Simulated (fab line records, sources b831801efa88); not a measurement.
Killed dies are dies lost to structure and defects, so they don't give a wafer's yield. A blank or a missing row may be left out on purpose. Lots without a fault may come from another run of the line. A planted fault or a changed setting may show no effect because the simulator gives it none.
Tool commonality check | flow sky130 | 11 lots, 33 wafers sampled

WHY IT WAS OPENED
At SKY_SD_N_RS_MEAS_17 the reading SD_P_RS is flagged on 3 of 11 lots. Wafers without a fault read 147.2 ohm/sq, standard deviation 0.45.
Rule: a lot is flagged when every wafer of it that has a number lies more than 4 standard deviations from that mean, or none has a number. The other lots count as sound.

lot  | measured     | on            | SD_P_RS (ohm/sq), wafer by wafer | flag
L421 | day 27 20:34 | film_metro-02 | 147.5 147.6 147.9                |
L423 | day 28 14:39 | film_metro-04 | 146.7 146.3 146.4                |
L427 | day 30 12:44 | film_metro-02 | 147.5 147.2 146.9                |
L429 | day 30 18:19 | film_metro-01 | 150.9 151.0 151.0                | FLAGGED
L431 | day 30 23:38 | film_metro-01 | 151.8 151.7 151.2                | FLAGGED
L433 | day 31 18:31 | film_metro-04 | 150.4 149.7 150.2                | FLAGGED
L438 | day 34 09:25 | film_metro-01 | 147.8 147.1 147.2                |
L440 | day 34 10:41 | film_metro-04 | 146.4 146.7 146.8                |
L441 | day 34 11:55 | film_metro-04 | 147.5 147.0 146.9                |
L443 | day 34 22:52 | film_metro-01 | 147.1 147.2 147.4                |
L444 | day 35 06:02 | film_metro-01 | 147.3 147.1 147.1                |
The numbers of the flagged lots are 150.9 ohm/sq on average: +3.7 ohm/sq against the usual, or +8 standard deviations.

WHICH TOOL RAN EACH LOT
The record holds 2 process steps before the reading, out of a route of 708 steps. In each cell: the tool, then ch and the chambers that the sampled wafers went through, then the start.
lot  | flag    | SKY_SD_P_IMPLANT_09             | SKY_SD_P_STRIP_10
L421 |         | implanter-03 ch 0, day 25 10:13 | plasma_asher-02 ch 0,1, day 25 10:22
L423 |         | implanter-03 ch 0, day 26 05:22 | plasma_asher-03 ch 0,1, day 26 05:30
L427 |         | implanter-04 ch 0, day 28 04:38 | plasma_asher-02 ch 1, day 28 04:46
L429 | FLAGGED | implanter-03 ch 0, day 28 08:58 | plasma_asher-03 ch 0,1, day 28 09:07
L431 | FLAGGED | implanter-03 ch 0, day 28 14:04 | plasma_asher-03 ch 0,1, day 28 14:12
L433 | FLAGGED | implanter-03 ch 0, day 29 10:07 | plasma_asher-03 ch 0,1, day 29 10:15
L438 |         | implanter-04 ch 0, day 32 04:16 | plasma_asher-02 ch 0,1, day 32 04:25
L440 |         | implanter-01 ch 0, day 32 05:02 | plasma_asher-02 ch 0,1, day 32 05:10
L441 |         | implanter-03 ch 0, day 32 05:46 | plasma_asher-02 ch 0,1, day 32 05:55
L443 |         | implanter-04 ch 0, day 32 15:47 | plasma_asher-01 ch 0,1, day 32 15:53
L444 |         | implanter-03 ch 0, day 33 01:23 | plasma_asher-03 ch 0,1, day 33 01:31
What these steps do:
- SKY_SD_P_IMPLANT_09
- SKY_SD_P_STRIP_10: strips in O2/N2.
- SKY_SD_N_RS_MEAS_17: measures by four-point-probe.

FLAGGED OVER TOTAL, TOOL BY TOOL (the gauges that took the reading come last)
step                | tool            | lots run | flagged | share of the flagged lots | sound lots run after its first flagged lot
SKY_SD_P_IMPLANT_09 | implanter-01    | 1        | 0       | none                      | -
SKY_SD_P_IMPLANT_09 | implanter-03    | 7        | 3       | all                       | 2 (L441,L444)
SKY_SD_P_IMPLANT_09 | implanter-04    | 3        | 0       | none                      | -
SKY_SD_P_STRIP_10   | plasma_asher-01 | 1        | 0       | none                      | -
SKY_SD_P_STRIP_10   | plasma_asher-02 | 5        | 0       | none                      | -
SKY_SD_P_STRIP_10   | plasma_asher-03 | 5        | 3       | all                       | 1 (L444)
SKY_SD_N_RS_MEAS_17 | film_metro-01   | 5        | 2       | some                      | 3 (L438,L443,L444)
SKY_SD_N_RS_MEAS_17 | film_metro-02   | 2        | 0       | none                      | -
SKY_SD_N_RS_MEAS_17 | film_metro-04   | 4        | 1       | some                      | 2 (L440,L441)

WHAT THE TABLE ALLOWS
2 rows of the table ran every flagged lot: implanter-03 at SKY_SD_P_IMPLANT_09, plasma_asher-03 at SKY_SD_P_STRIP_10.
- implanter-03 at SKY_SD_P_IMPLANT_09: 3 of its 7 lots flagged. Sound lots ran on it after the first flagged one (L441, L444), which a lasting fault on the whole tool wouldn't allow. Its own readings lie more than 4 standard deviations out on every wafer of the flagged lots: dose_ions_cm2.
- plasma_asher-03 at SKY_SD_P_STRIP_10: 3 of its 5 lots flagged. Sound lots ran on it after the first flagged one (L444), which a lasting fault on the whole tool wouldn't allow. Its own readings lie more than 4 standard deviations out on every wafer of the flagged lots: strip_time_to_endpoint_s.
No row of the table ran every flagged lot and no sound lot after the first.

WHAT THE SIMULATOR HAD PUT IN
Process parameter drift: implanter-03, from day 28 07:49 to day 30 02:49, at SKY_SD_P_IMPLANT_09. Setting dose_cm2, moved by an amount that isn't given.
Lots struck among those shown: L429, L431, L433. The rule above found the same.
